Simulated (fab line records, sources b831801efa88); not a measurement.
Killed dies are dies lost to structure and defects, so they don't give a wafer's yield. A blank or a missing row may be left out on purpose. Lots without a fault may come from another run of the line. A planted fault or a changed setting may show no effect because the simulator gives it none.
A struck lot beside a sound one | flow sky130 | 35 steps out of a route of 708
Sound: wafers L511.1, L511.4, L511.5. Struck: wafers L525.1, L525.2, L525.6. The cause comes at the end.
At each step with rows: each side's tool, then ch and its chambers, then its first start. Under that, the readings that differ: sound wafers | struck wafers | difference of the means | sigmas: that difference in standard deviations of wafers without a fault.
alike: readings whose means differ by less than 2 such deviations, and words and numbers that are the same on both sides. not compared: withheld readings, readings that some wafer has no value for, bounds like >300 that may hide the same value, and numbers for which the record gives no deviation and whose values overlap.
The two part at a step that has a row with sigmas, a row that says differs or no value, or rows on one side only. Numbers that don't overlap but have no deviation are shown without sigmas and don't part them. A reading that every wafer of one side lacks parts them only if that side has two wafers or more.

first, 10 steps without rows for these wafers: SKY_METAL4_SOFTBAKE_09 (time 90 s); SKY_METAL4_EXPOSE_10 (exposes mask MM4, target cd 300 nm); SKY_METAL4_PEB_11; SKY_METAL4_DEVELOP_12 (develop time 60 s); SKY_METAL4_DESCUM_15 (chemistry O2, time 8 s); SKY_METAL4_ETCH_16 (etches BARC in N2/H2, stops on SiO2, time 88.2 s, target depth 60 nm); SKY_METAL4_ETCH_17 (etches SiO2 in C4F8/O2/Ar, stops on TiN, time 3.9 s, target depth 15 nm); SKY_METAL4_METAL_ETCH_18 (etches the open film in Cl2/BCl3, stops on SiO2, target depth 845 nm, time 175.1 s); SKY_METAL4_STRIP_19 (strips in O2/N2); SKY_METAL4_STRIP_20 (strips in post etch residue remover, time 1200 s).
SKY_METAL4_CLEAN_21: cleans in IPA, time 180 s.
  sound on wet_bench-03 ch 1, day 42 03:26; struck on wet_bench-03 ch 0, day 45 21:34
then, 23 steps without rows for these wafers: SKY_METAL4_CLEAN_22 (cleans in O3/DIW); SKY_VIA4_HDPCVD_00 (deposits SiO2, target thk 1750 nm, time 291.7 s); SKY_VIA4_CMP_02 (polishes SiO2); SKY_VIA4_DEHYDRATE_04 (time 60 s); SKY_VIA4_HMDS_05 (prime time 60 s); SKY_VIA4_COAT_06 (resist thk 1140 nm); SKY_VIA4_SOFTBAKE_07 (time 60 s); SKY_VIA4_EXPOSE_08 (exposes mask VIM4, target cd 800 nm); SKY_VIA4_PEB_09; SKY_VIA4_DEVELOP_10 (develop time 60 s); SKY_VIA4_ETCH_12 (etches SiO2 in C4F8/O2/Ar, stops on TiN, target depth 580 nm); SKY_VIA4_STRIP_13 (strips in O2/N2); SKY_VIA4_STRIP_14 (strips in post etch residue remover, time 1200 s); SKY_VIA4_CLEAN_15 (cleans in IPA, time 180 s); SKY_VIA4_CLEAN_16 (cleans in O3/DIW); SKY_VIA4_SPUTTER_17 (material TiN, target thk 20 nm, time 80 s); SKY_VIA4_CVD_18 (deposits W, target thk 505 nm, time 152.14 s); SKY_VIA4_CMP_21 (polishes, stops on SiO2, t overpolish 25 s, target thk 0 nm); SKY_METAL5_SPUTTER_00 (material Ti, target thk 15 nm, time 10 s); SKY_METAL5_SPUTTER_01 (material TiN, target thk 20 nm, time 16.7 s); SKY_METAL5_SPUTTER_02 (material AlCu, target thk 1150 nm, time 61.2 s); SKY_METAL5_SPUTTER_03 (material Ti, target thk 5 nm, time 3.3 s); SKY_METAL5_SPUTTER_04 (material TiN, target thk 70 nm, time 58.3 s).
-- the record jumps here: 3 days lie between the struck wafers' starts before and after (it left off in module METAL5 and takes up again in module PAD_OPEN, whose first step shown is number 708 of the route) --
SKY_PAD_OPEN_PROBE_99:
  sound on prober-02, day 46 01:50; struck on prober-01, day 49 06:30
  reading                               | sound              | struck                                                                     | difference                   | sigmas
  hold                                  | - - -              | await_dispo/5.0h/release await_dispo/5.0h/release await_dispo/5.0h/release | no value on the sound wafers |
  defect_limited_yield (%)              | 79.9 80.9 81.7     | 71.5 75.4 73.6                                                             | -7.3                         | -4
  killed_at_M4_up                       | 4 1 2              | 59 56 60                                                                   | +56                          | +33
  killed_dies                           | 99 94 90           | 140 121 130                                                                | +36                          | +4
  killed_open                           | 57 59 44           | 47 33 36                                                                   | -15                          | -2
  sort_bin_3_pad_short (%)              | 0.6 0.8 1.4        | 3.5 3.5 4.1                                                                | +2.8                         | +6
  sort_bin_5_function (%)               | 12.6 12.2 11.4     | 17.7 14.6 16.9                                                             | +4.3                         | +3
  sort_n_pass                           | 393 398 402        | 352 371 362                                                                | -36                          | -4
  sort_yield_pct (%)                    | 79.9 80.9 81.7     | 71.5 75.4 73.6                                                             | -7.3                         | -4
  model.etest.tester.sort_n_pass        | 393 398 402        | 352 371 362                                                                | -36                          |
  model.etest.tester.sort_yield_pct (%) | 79.88 80.89 81.71  | 71.54 75.41 73.58                                                          | -7.32                        |
  model.etest.tester.sort_bin_5_pct (%) | 12.6 12.2 11.38    | 17.68 14.63 16.87                                                          | +4.33                        |
  model.etest.tester.sort_bin_3_pct (%) | 0.6098 0.813 1.423 | 3.455 3.455 4.065                                                          | +2.710                       |
  alike: killed_at_M0_to_M3, killed_at_contacts, killed_at_front_end, killed_at_other, killed_short, sort_bin_6_memory

WHERE THEY PART
Only at SKY_PAD_OPEN_PROBE_99, within this record.

WHY: what the simulator had put in
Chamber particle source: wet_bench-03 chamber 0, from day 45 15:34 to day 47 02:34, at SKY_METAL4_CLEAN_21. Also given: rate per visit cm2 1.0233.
